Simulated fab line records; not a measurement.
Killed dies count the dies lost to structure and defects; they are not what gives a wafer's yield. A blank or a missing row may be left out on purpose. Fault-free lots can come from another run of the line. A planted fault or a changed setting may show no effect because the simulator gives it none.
Code-filled problem report in 8D (eight disciplines) form || flow gf180mcu || the parts of the form that need people (team, actions taken, sign-off) are left out

== 1. THE ISSUE ==
LVPWELL_RS at GF_VT_IMPLANT_RS_MEAS_48 reads a mean of 1175 ohm/sq on 6 wafers of 2 lots; wafers without a fault read 1197 ohm/sq with a standard deviation of 3.3. Measured from the usual mean, that is -6.7 standard deviations.
The step: measures by four-point-probe.
Earliest sighting: wafer L113.1 on film_metro-03 at day 11 07:12. Wafers with a number at this step in the record: 33, from 11 lots. By rule, "out" or "out of limits" means more than 4 standard deviations away from the usual mean. The rest of the wafers with a number are treated as sound.

== 2. WHAT IT IS; WHAT IT IS NOT ==
{"question": "which readings at this step", "is": "LVPWELL_RS", "is not": "-"}
{"question": "which lots", "is": "L113, L114", "is not": "L101, L102, L104, L105, L106, L109, L116, L117, L118"}
{"question": "which wafers of those lots", "is": "all that have a number", "is not": "-"}
{"question": "read on which gauges", "is": "film_metro-03", "is not": "film_metro-02, film_metro-04"}
{"question": "when", "is": "from day 11 07:12", "is not": "up to then (18 sound wafers); but 9 sound wafers of L116, L117, L118 came after"}

== 3. THE SUSPECTS, EACH WITH WHAT RULES IT OUT ==
Counting: a tool at a process step up to the reading stays a suspect if it ran every lot that is out and no sound lot after the first of them.
- the gauge at GF_VT_IMPLANT_RS_MEAS_48: ruled out. All the wafers that are out were read on film_metro-03, but those of them that GF_LVPWELL_IMPLANT_08 has rows for are out there too, on other tools.
- plasma_asher-03 at GF_DNWELL_STRIP_08 (strips in O2/N2): kept. Every lot that is out went through it, starting with L113 (day 5 18:08), and after that it ran no sound lot; the last sound lot it ran before then is L109 (day 4 19:16).
- implanter-01 at GF_LVPWELL_IMPLANT_08: kept. Every lot that is out went through it, starting with L113 (day 6 23:45), and after that it ran no sound lot; the last sound lot it ran before then is L106 (day 5 07:39). Its own readings are out on those wafers: dose_ions_cm2.
Left after counting: plasma_asher-03 at GF_DNWELL_STRIP_08, implanter-01 at GF_LVPWELL_IMPLANT_08.

== 4. THE CAUSE (what the simulator had put in) ==
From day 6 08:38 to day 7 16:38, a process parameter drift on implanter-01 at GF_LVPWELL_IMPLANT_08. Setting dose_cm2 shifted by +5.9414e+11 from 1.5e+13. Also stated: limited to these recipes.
This tool is one of the 2 suspects left after counting.

== 5. THE EFFECT CHAIN, in route order ==
Each row: a reading where the mean over the struck wafers with a number is more than 3 standard deviations away from the usual. Only readings whose record carries a usual standard deviation are examined. hours: median over the lots of the time between each lot's start at the first step of this table that gives one and its start at this step. sigmas: the change, counted in usual standard deviations.
{"hours": 0, "step": "GF_LVPWELL_IMPLANT_08", "reading": "dose_ions_cm2", "usual": 1.4996e+13, "on struck wafers": 1.5601e+13, "change": "+6.0483e+11", "sigmas": "+38"}
{"hours": 104, "step": "GF_VT_IMPLANT_RS_MEAS_48", "reading": "LVPWELL_RS", "usual": "1197 ohm/sq", "on struck wafers": 1175, "change": -22, "sigmas": -6.7}
The process steps in it:
- GF_LVPWELL_IMPLANT_08
At these later measuring or inspecting steps, every struck wafer for which the step has a row has a number for every such reading, and none has moved that far: GF_VT_IMPLANT_RS_MEAS_49.

== 6. HOW IT WOULD HAVE BEEN CAUGHT EARLIER ==
In this record the first reading out of limits at a measuring or inspecting step was taken at day 11 07:12, 119 hours after the fault began at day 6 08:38.
The tool's own readings at GF_LVPWELL_IMPLANT_08 were out on every struck wafer that the step has a row for (dose_ions_cm2): an alarm limit on them would have fired on the first of those.
All the lots that are out (2) had begun GF_LVPWELL_IMPLANT_08 on implanter-01 by day 11 07:12. Holding the tool at that point would not have protected any of them.
